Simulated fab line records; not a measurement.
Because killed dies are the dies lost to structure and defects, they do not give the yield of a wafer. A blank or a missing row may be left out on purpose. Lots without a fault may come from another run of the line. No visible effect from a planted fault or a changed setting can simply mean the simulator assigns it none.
Matching of chambers || flow gf180mcu || GF_V5_ETCH_16 on rie_diel-01: 4 sister chambers
The step etches BARC in N2/H2. 27 wafers are shown with their chamber, then 12 later ones without.

WAFERS WITH THEIR CHAMBER
{"wafer": "L075.2", "chamber": 0, "drypump_motor_current_A (A)": 5.2, "oes_product_au (a.u.)": 0.854, "throttle_valve_pct (%)": 13.219}
{"wafer": "L075.3", "chamber": 2, "drypump_motor_current_A (A)": 6.4, "oes_product_au (a.u.)": 0.855, "throttle_valve_pct (%)": 13.225}
{"wafer": "L075.6", "chamber": 2, "drypump_motor_current_A (A)": 6.4, "oes_product_au (a.u.)": 0.855, "throttle_valve_pct (%)": 13.235}
{"wafer": "L076.1", "chamber": 1, "drypump_motor_current_A (A)": 5.6, "oes_product_au (a.u.)": 0.848, "throttle_valve_pct (%)": 13.228}
{"wafer": "L076.5", "chamber": 3, "drypump_motor_current_A (A)": 6.4, "oes_product_au (a.u.)": 0.854, "throttle_valve_pct (%)": 13.229}
{"wafer": "L076.6", "chamber": 2, "drypump_motor_current_A (A)": 6.4, "oes_product_au (a.u.)": 0.864, "throttle_valve_pct (%)": 13.224}
{"wafer": "L080.1", "chamber": 1, "drypump_motor_current_A (A)": 5.5, "oes_product_au (a.u.)": 0.861, "throttle_valve_pct (%)": 13.202}
{"wafer": "L080.2", "chamber": 0, "drypump_motor_current_A (A)": 5.2, "oes_product_au (a.u.)": 0.852, "throttle_valve_pct (%)": 13.237}
{"wafer": "L080.3", "chamber": 2, "drypump_motor_current_A (A)": 6.4, "oes_product_au (a.u.)": 0.855, "throttle_valve_pct (%)": 13.215}
{"wafer": "L083.1", "chamber": 3, "drypump_motor_current_A (A)": 6.4, "oes_product_au (a.u.)": 0.856, "throttle_valve_pct (%)": 13.226}
{"wafer": "L083.2", "chamber": 0, "drypump_motor_current_A (A)": 5.2, "oes_product_au (a.u.)": 0.856, "throttle_valve_pct (%)": 13.236}
{"wafer": "L083.3", "chamber": 2, "drypump_motor_current_A (A)": 6.4, "oes_product_au (a.u.)": 0.857, "throttle_valve_pct (%)": 13.209}
{"wafer": "L086.1", "chamber": 1, "drypump_motor_current_A (A)": 5.5, "oes_product_au (a.u.)": 0.851, "throttle_valve_pct (%)": 13.241}
{"wafer": "L086.4", "chamber": 3, "drypump_motor_current_A (A)": 6.4, "oes_product_au (a.u.)": 0.849, "throttle_valve_pct (%)": 13.218}
{"wafer": "L086.5", "chamber": 2, "drypump_motor_current_A (A)": 6.4, "oes_product_au (a.u.)": 0.854, "throttle_valve_pct (%)": 13.235}
{"wafer": "L087.1", "chamber": 2, "drypump_motor_current_A (A)": 6.4, "oes_product_au (a.u.)": 0.851, "throttle_valve_pct (%)": 13.215}
{"wafer": "L087.2", "chamber": 1, "drypump_motor_current_A (A)": 5.5, "oes_product_au (a.u.)": 0.854, "throttle_valve_pct (%)": 13.228}
{"wafer": "L087.3", "chamber": 3, "drypump_motor_current_A (A)": 6.5, "oes_product_au (a.u.)": 0.856, "throttle_valve_pct (%)": 13.213}
{"wafer": "L087.4", "chamber": 2, "drypump_motor_current_A (A)": 6.4, "oes_product_au (a.u.)": 0.854, "throttle_valve_pct (%)": 13.237}
{"wafer": "L087.5", "chamber": 3, "drypump_motor_current_A (A)": 6.5, "oes_product_au (a.u.)": 0.861, "throttle_valve_pct (%)": 13.238}
{"wafer": "L087.6", "chamber": 1, "drypump_motor_current_A (A)": 5.5, "oes_product_au (a.u.)": 0.845, "throttle_valve_pct (%)": 13.215}
{"wafer": "L088.1", "chamber": 3, "drypump_motor_current_A (A)": 6.4, "oes_product_au (a.u.)": 0.848, "throttle_valve_pct (%)": 13.236}
{"wafer": "L088.4", "chamber": 1, "drypump_motor_current_A (A)": 5.5, "oes_product_au (a.u.)": 0.843, "throttle_valve_pct (%)": 13.235}
{"wafer": "L088.5", "chamber": 3, "drypump_motor_current_A (A)": 6.4, "oes_product_au (a.u.)": 0.850, "throttle_valve_pct (%)": 13.240}
{"wafer": "L094.1", "chamber": 2, "drypump_motor_current_A (A)": 6.4, "oes_product_au (a.u.)": 0.849, "throttle_valve_pct (%)": 13.226}
{"wafer": "L094.2", "chamber": 1, "drypump_motor_current_A (A)": 5.5, "oes_product_au (a.u.)": 0.855, "throttle_valve_pct (%)": 13.215}
{"wafer": "L094.3", "chamber": 0, "drypump_motor_current_A (A)": 5.2, "oes_product_au (a.u.)": 0.856, "throttle_valve_pct (%)": 13.234}

SIGNATURES, as means of the wafers listed above
{"reading": "drypump_motor_current_A", "chamber 0": 5.200, "chamber 1": 5.514, "chamber 2": 6.400, "chamber 3": 6.429, "scatter within a chamber": 0.0315}
{"reading": "oes_product_au", "chamber 0": 0.85450, "chamber 1": 0.85100, "chamber 2": 0.85489, "chamber 3": 0.85343, "scatter within a chamber": 0.00473}
{"reading": "throttle_valve_pct", "chamber 0": 13.23150, "chamber 1": 13.22343, "chamber 2": 13.22456, "chamber 3": 13.22857, "scatter within a chamber": 0.0109}
Rule: for a wafer and a chamber, the distance is found by dividing, reading by reading, the gap between the wafer's reading and the chamber's mean by the reading's scatter, squaring, summing and taking the root. The wafer belongs to the nearest chamber; if the next one is less than 2 further off, it can't be placed. How the scatter is found: for the shown wafers, subtract from each reading the mean of its chamber, square and add these, divide the total by (wafers less chambers), then take the root.

WAFERS WITH NO CHAMBER GIVEN
{"wafer": "L094.4", "drypump_motor_current_A (A)": 6.4, "oes_product_au (a.u.)": 0.845, "throttle_valve_pct (%)": 13.225}
{"wafer": "L094.5", "drypump_motor_current_A (A)": 5.1, "oes_product_au (a.u.)": 0.857, "throttle_valve_pct (%)": 13.229}
{"wafer": "L094.6", "drypump_motor_current_A (A)": 6.4, "oes_product_au (a.u.)": 0.854, "throttle_valve_pct (%)": 13.211}
{"wafer": "L095.1", "drypump_motor_current_A (A)": 5.1, "oes_product_au (a.u.)": 0.850, "throttle_valve_pct (%)": 13.235}
{"wafer": "L095.2", "drypump_motor_current_A (A)": 6.4, "oes_product_au (a.u.)": 0.853, "throttle_valve_pct (%)": 13.218}
{"wafer": "L095.4", "drypump_motor_current_A (A)": 5.6, "oes_product_au (a.u.)": 0.846, "throttle_valve_pct (%)": 13.223}
{"wafer": "L096.2", "drypump_motor_current_A (A)": 5.2, "oes_product_au (a.u.)": 0.842, "throttle_valve_pct (%)": 13.234}
{"wafer": "L096.3", "drypump_motor_current_A (A)": 5.5, "oes_product_au (a.u.)": 0.850, "throttle_valve_pct (%)": 13.221}
{"wafer": "L096.6", "drypump_motor_current_A (A)": 6.4, "oes_product_au (a.u.)": 0.849, "throttle_valve_pct (%)": 13.227}
{"wafer": "L097.1", "drypump_motor_current_A (A)": 6.4, "oes_product_au (a.u.)": 0.855, "throttle_valve_pct (%)": 13.233}
{"wafer": "L097.2", "drypump_motor_current_A (A)": 5.6, "oes_product_au (a.u.)": 0.860, "throttle_valve_pct (%)": 13.226}
{"wafer": "L097.5", "drypump_motor_current_A (A)": 6.4, "oes_product_au (a.u.)": 0.851, "throttle_valve_pct (%)": 13.200}

WHICH CHAMBER EACH WENT THROUGH
{"wafer": "L094.4", "from the rows above": "can't be placed: 3 or 2", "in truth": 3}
{"wafer": "L094.5", "from the rows above": 0, "in truth": 0}
{"wafer": "L094.6", "from the rows above": "can't be placed: 2 or 3", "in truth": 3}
{"wafer": "L095.1", "from the rows above": 0, "in truth": 0}
{"wafer": "L095.2", "from the rows above": "can't be placed: 2 or 3", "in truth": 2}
{"wafer": "L095.4", "from the rows above": 1, "in truth": 1}
{"wafer": "L096.2", "from the rows above": 0, "in truth": 0}
{"wafer": "L096.3", "from the rows above": 1, "in truth": 1}
{"wafer": "L096.6", "from the rows above": "can't be placed: 2 or 3", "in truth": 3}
{"wafer": "L097.1", "from the rows above": "can't be placed: 2 or 3", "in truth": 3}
{"wafer": "L097.2", "from the rows above": 1, "in truth": 1}
{"wafer": "L097.5", "from the rows above": "can't be placed: 2 or 3", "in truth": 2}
Correct placement for 6 of the 12. Can't be placed from these rows: 6 (the true chamber is among the candidates in 6). Wrongly placed: 0.
